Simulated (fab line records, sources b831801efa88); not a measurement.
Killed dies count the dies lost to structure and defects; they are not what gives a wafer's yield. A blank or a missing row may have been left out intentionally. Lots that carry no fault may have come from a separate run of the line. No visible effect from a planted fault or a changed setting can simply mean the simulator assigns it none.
A lot that was struck, set against a sound lot ; flow sfq line ; 14 out of 325 route steps
Sound: these wafers, L408.2, L408.3, L408.6. Wafers L410.3, L410.4, L410.6 were the ones struck. The cause is named last.
For every step that has rows: the tool of each side, followed by ch and its chambers, followed by its first start. Under that, the readings that differ: sound wafers ; struck wafers ; difference of the means ; sigmas: that difference in standard deviations of wafers without a fault.
alike: words and numbers the same on both sides, and readings whose means are apart by under 2 such deviations; not compared: readings that were withheld, readings missing a value for some wafer, numbers with overlapping values and no deviation given by the record, and bounds like >300 which may hide the same value.
The two part at a step that has a row with sigmas, a row that says differs or no value, or rows on one side only. Numbers that have no deviation but don't overlap get no sigmas and don't part them. Lack of a reading on every wafer of one side parts them only where that side has two or more wafers.

first, 1 step without rows for these wafers: SFQ_TRILAYER_JJ_CE_LITHO_DEVELOP_116 (time 60 s).
SFQ_JJ_OVL_MEAS_931:
  struck on overlay-01, day 52 17:10; sound on overlay-01, day 52 13:34
  alike: J5_OVL
SFQ_TRILAYER_JJ_CE_METRO_MEASURE_117:
  struck on cd sem-02, day 52 17:35; sound on cd sem-02, day 52 13:47
  alike: cd nm
SFQ_TRILAYER_JJ_CE_BARC_OPEN_RIE_150: chemistry O2, target BARC, target depth 240 nm, time 80 s.
  sound on rie metal-02 ch 0,1, day 52 14:47; struck on rie metal-02 ch 0,1, day 52 18:25
  alike: drypump motor current A, oes product au
  not compared: rf hours counter h
SFQ_TRILAYER_JJ_CE_ETCH_RIE_118: chemistry SF6, target Nb, stops on Al2O3, time 97.7 s, target depth 170 nm.
  sound on rie metal-02 ch 0,1, day 52 14:53; struck on rie metal-02 ch 0,1, day 52 18:31
  alike: drypump motor current A, oes product au
  not compared: rf hours counter h
next, for these wafers, 1 step has no rows: SFQ_TRILAYER_JJ_ANODIZE_ANODIZE_119.
SFQ_TRILAYER_JJ_CE_STRIP_STRIP_120: strips in O2.
  sound on rie metal-03 ch 0, day 52 15:29; struck on rie metal-02 ch 0,1, day 52 19:17
  alike: drypump motor current A, oes product au
  not compared: rf hours counter h
then, 5 steps without rows for these wafers: SFQ_TRILAYER_JJ_CE_STRIP_SOLV_CLEAN_121 (cleans in NMP, time 600 s); SFQ_TRILAYER_M5_LITHO_COAT_128 (resist thk 62 nm); SFQ_TRILAYER_M5_LITHO_COAT_123 (resist thk 600 nm); SFQ_TRILAYER_M5_LITHO_SOFTBAKE_127; SFQ_TRILAYER_M5_LITHO_EXPOSE_124 (exposes mask M5, target cd 700 nm).
-- the record jumps here: 5 days lie between the struck wafers' starts before and after --
SFQ_TRILAYER_M5_LITHO_PEB_126: peb time 60 s.
  struck on litho track-03, day 58 01:32; sound on litho track-01 ch 0, day 57 19:30
  no value came back on the struck wafers for chill plate temp C (C), exhaust pa (Pa); on the sound wafers chill plate temp C (C) reads 22.96 23.07 22.98
then, 1 step without rows for these wafers: SFQ_TRILAYER_M5_LITHO_DEVELOP_125 (time 60 s).

## WHERE THEY PART
Within this record, at SFQ_TRILAYER_M5_LITHO_PEB_126 only.

WHY: what the simulator had put in
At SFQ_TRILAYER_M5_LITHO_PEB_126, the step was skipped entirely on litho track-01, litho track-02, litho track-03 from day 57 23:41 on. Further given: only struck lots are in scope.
